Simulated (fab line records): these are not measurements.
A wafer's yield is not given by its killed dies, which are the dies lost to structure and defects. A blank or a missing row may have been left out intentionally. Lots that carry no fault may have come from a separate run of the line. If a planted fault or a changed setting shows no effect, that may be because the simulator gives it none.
Which tool was responsible? -- flow sky130 -- 24 lots with 72 wafers sampled at 4 steps, on a route of 708 steps

== WHAT THE GAUGES READ, wafer by wafer ==
SKY_DNWELL_TW_MEAS_09. Usual: DNWELL_TW typically reads 1107, with standard deviation 8.4.
lot,measured,on,DNWELL_TW,flag
L074,day 3 01:47,film-metro-02,1106 1107 1109,
L075,day 3 09:08,film-metro-01,1112 1118 1119,
L076,day 3 13:14,film-metro-04,1118 1101 1117,
L077,day 3 23:10,film-metro-02,1110 1103 1110,
L078,day 4 05:28,film-metro-02,1099 1098 1096,
L079,day 4 10:08,film-metro-04,1115 1112 1115,
L080,day 4 14:28,film-metro-02,1097 1103 1093,
L081,day 4 20:30,film-metro-02,1092 1087 1087,
L082,day 5 01:47,film-metro-04,1115 1107 1116,
L083,day 5 06:13,film-metro-04,1114 1111 1108,
L084,day 5 12:17,film-metro-01,1105 1110 1109,
L085,day 5 17:10,film-metro-04,1113 1117 1122,
L086,day 5 20:54,film-metro-01,1112 1110 1110,
L087,day 6 04:08,film-metro-04,1107 1107 1110,
L088,day 6 09:11,film-metro-01,1105 1106 1098,
L089,day 6 14:02,film-metro-01,1111 1113 1106,
L090,day 6 18:56,film-metro-01,1105 1102 1099,
L091,day 7 01:49,film-metro-02,1098 1103 1097,
L092,day 7 10:16,film-metro-04,1117 1115 1114,
L093,day 7 14:04,film-metro-01,1120 1116 1116,
L094,day 7 18:48,film-metro-02,1087 1088 1094,
L095,day 7 21:37,film-metro-04,1110 1114 1100,
L096,day 8 04:55,film-metro-01,1116 1115 1121,
L097,day 8 11:20,film-metro-04,1107 1106 1111,

SKY_VT_ADJUST_LVTN_TW_MEAS_10. Usual: VT_ADJUST_LVTN_TW typically reads 240.8, with standard deviation 2.2.
lot,measured,on,VT_ADJUST_LVTN_TW,flag
L074,day 6 19:19,film-metro-01,240.1 240.5 239.9,
L075,day 7 03:01,film-metro-01,240.9 241.0 240.0,
L076,day 7 08:23,film-metro-03,241.4 241.1 241.8,
L077,day 7 20:16,film-metro-03,241.3 242.7 242.2,
L078,day 8 03:48,film-metro-01,241.7 240.7 241.8,
L079,day 8 11:42,film-metro-01,241.4 242.2 240.4,
L080,day 8 16:42,film-metro-03,242.6 243.0 243.7,
L081,day 8 23:05,film-metro-02,238.7 239.3 239.0,
L082,day 9 07:03,film-metro-02,238.4 239.9 239.4,
L083,day 9 11:02,film-metro-02,241.3 240.6 240.7,
L084,day 9 19:08,film-metro-03,243.1 242.0 240.9,
L085,day 9 21:49,film-metro-01,242.6 242.3 241.1,
L086,day 10 05:52,film-metro-03,243.3 245.2 244.3,
L087,day 10 12:56,film-metro-03,243.9 243.0 243.2,
L088,day 10 18:45,film-metro-01,238.4 237.5 239.4,
L089,day 10 21:54,film-metro-01,236.6 238.4 239.1,
L090,day 11 07:16,film-metro-03,243.0 241.8 243.9,
L091,day 11 15:37,film-metro-01,238.7 238.8 238.2,
L092,day 12 00:05,film-metro-03,244.2 243.0 242.7,
L093,day 12 07:09,film-metro-02,237.9 238.0 238.6,
L094,day 12 10:04,film-metro-01,237.2 237.5 237.6,
L095,day 12 14:59,film-metro-02,238.2 239.0 238.6,
L096,day 12 23:07,film-metro-02,238.9 238.4 239.7,
L097,day 13 06:50,film-metro-03,245.3 243.9 245.0,

SKY_VT_ADJUST_HVTR_OVL_MEAS_08. Usual: VT_ADJUST_HVTR_OVL typically reads 0.3 nm, with standard deviation 1.6.
lot,measured,on,VT_ADJUST_HVTR_OVL (nm),flag
L074,day 9 08:56,overlay-01,2.3 0.8 -0.3,
L075,day 9 17:56,overlay-01,-0.1 -1.5 -0.9,
L076,day 9 22:27,overlay-01,2.4 1.9 1.2,
L077,day 10 12:38,overlay-01,1.8 3.7 2.4,
L078,day 10 19:18,overlay-02,-1.6 0.3 0.0,
L079,day 11 06:26,overlay-02,-0.7 -1.7 0.2,
L080,day 11 10:20,overlay-01,0.1 0.5 1.0,
L081,day 11 19:32,overlay-01,1.1 2.3 0.7,
L082,day 12 01:56,overlay-02,-0.7 -0.4 0.4,
L083,day 12 07:39,overlay-02,-2.2 -0.1 -1.4,
L084,day 12 17:39,overlay-01,1.4 0.4 0.9,
L085,day 12 20:06,overlay-02,-0.6 1.9 -2.5,
L086,day 13 03:14,overlay-02,4.6 5.2 3.4,
L087,day 13 11:20,overlay-02,-1.8 -1.1 1.7,
L088,day 13 17:32,overlay-02,2.9 -0.8 1.1,
L089,day 13 18:59,overlay-01,1.0 -0.7 0.2,
L090,day 14 09:17,overlay-01,0.6 1.6 2.8,
L091,day 14 17:04,overlay-01,-0.7 -0.8 -1.0,
L092,day 15 01:23,overlay-02,0.9 0.3 1.6,
L093,day 15 10:42,overlay-01,2.3 -0.7 1.0,
L094,day 15 11:43,overlay-01,0.3 2.6 0.5,
L095,day 15 17:12,overlay-02,1.1 1.4 2.0,
L096,day 16 03:20,overlay-02,-0.8 0.1 -2.5,
L097,day 16 12:29,overlay-01,-1.6 -1.7 -2.9,

== TOOL THAT RAN EACH LOT (tool first, then ch and the chambers of the sampled wafers, then the start) ==
lot,SKY_NWELL_RTA_28
L074,"rtp-anneal-02 ch 0, day 5 05:20"
L075,"rtp-anneal-01 ch 0, day 5 13:29"
L076,"rtp-anneal-01 ch 0, day 5 18:20"
L077,"rtp-anneal-01 ch 0, day 6 04:38"
L078,"rtp-anneal-02 ch 0, day 6 11:55"
L079,"rtp-anneal-02 ch 0, day 6 17:58"
L080,"rtp-anneal-01 ch 0, day 6 22:49"
L081,"rtp-anneal-02 ch 0, day 7 04:49"
L082,"rtp-anneal-02 ch 0, day 7 12:18"
L083,"rtp-anneal-01 ch 0, day 7 16:02"
L084,"rtp-anneal-02 ch 0, day 7 23:10"
L085,"rtp-anneal-01 ch 0, day 8 03:13"
L086,"rtp-anneal-02 ch 0, day 8 09:59"
L087,"rtp-anneal-01 ch 0, day 8 16:49"
L088,"rtp-anneal-02 ch 0, day 8 22:41"
L089,"rtp-anneal-02 ch 0, day 9 02:29"
L090,"rtp-anneal-02 ch 0, day 9 09:52"
L091,"rtp-anneal-01 ch 0, day 9 17:57"
L092,"rtp-anneal-01 ch 0, day 10 01:28"
L093,"rtp-anneal-02 ch 0, day 10 07:20"
L094,"rtp-anneal-01 ch 0, day 10 10:50"
L095,"rtp-anneal-01 ch 0, day 10 15:22"
L096,"rtp-anneal-01 ch 0, day 10 23:10"
L097,"rtp-anneal-01 ch 0, day 11 06:25"
- SKY_NWELL_RTA_28: time 30 s.

== AS READ BY THE TOOLS THEMSELVES (means over the sampled wafers that have a number; for cases with no such wafer, the mark the record gives instead) ==
SKY_NWELL_RTA_28. Usual: lamp-power-pct 25.30 %, standard deviation 0.052; wafer_temp_C_max 1054.7, standard deviation 0.9.
lot,tool,lamp-power-pct (%),wafer_temp_C_max,flag
L074,rtp-anneal-02,25.31,1055.3,
L075,rtp-anneal-01,25.31,1054.1,
L076,rtp-anneal-01,25.32,1055.9,
L077,rtp-anneal-01,25.33,1054.5,
L078,rtp-anneal-02,25.26,1054.8,
L079,rtp-anneal-02,25.31,1054.2,
L080,rtp-anneal-01,25.30,1055.0,
L081,rtp-anneal-02,25.29,1055.2,
L082,rtp-anneal-02,25.29,1054.6,
L083,rtp-anneal-01,25.31,1054.3,
L084,rtp-anneal-02,25.28,1055.3,
L085,rtp-anneal-01,25.30,1053.9,
L086,rtp-anneal-02,25.31,1054.4,
L087,rtp-anneal-01,25.30,1054.5,
L088,rtp-anneal-02,25.27,1054.6,
L089,rtp-anneal-02,25.27,1054.3,
L090,rtp-anneal-02,25.34,1054.4,
L091,rtp-anneal-01,25.30,1054.3,
L092,rtp-anneal-01,25.30,1054.5,
L093,rtp-anneal-02,25.36,1054.7,
L094,rtp-anneal-01,25.26,1055.3,
L095,rtp-anneal-01,25.32,1055.5,
L096,rtp-anneal-01,25.32,1054.3,
L097,rtp-anneal-01,25.36,1054.7,

== THE ANSWER, worked out from the rows above alone ==
Rule: lot off if the mean of its wafers having a number is beyond 3 standard deviations from the usual mean. Also off: a lot with no number at a reading for which 4 or more lots have one. All remaining lots with rows at the step are treated as sound. First the gauges in route order, then the tools' own readings, where a lot's mean is used as printed above. The first step at which some lot is off is used, and at that step the reading that is off furthest; a lot without a number counts as furthest.
Across all readings shown, no lot is off: no conclusion can be drawn from this.

== WHAT WAS PUT IN BY THE SIMULATOR ==
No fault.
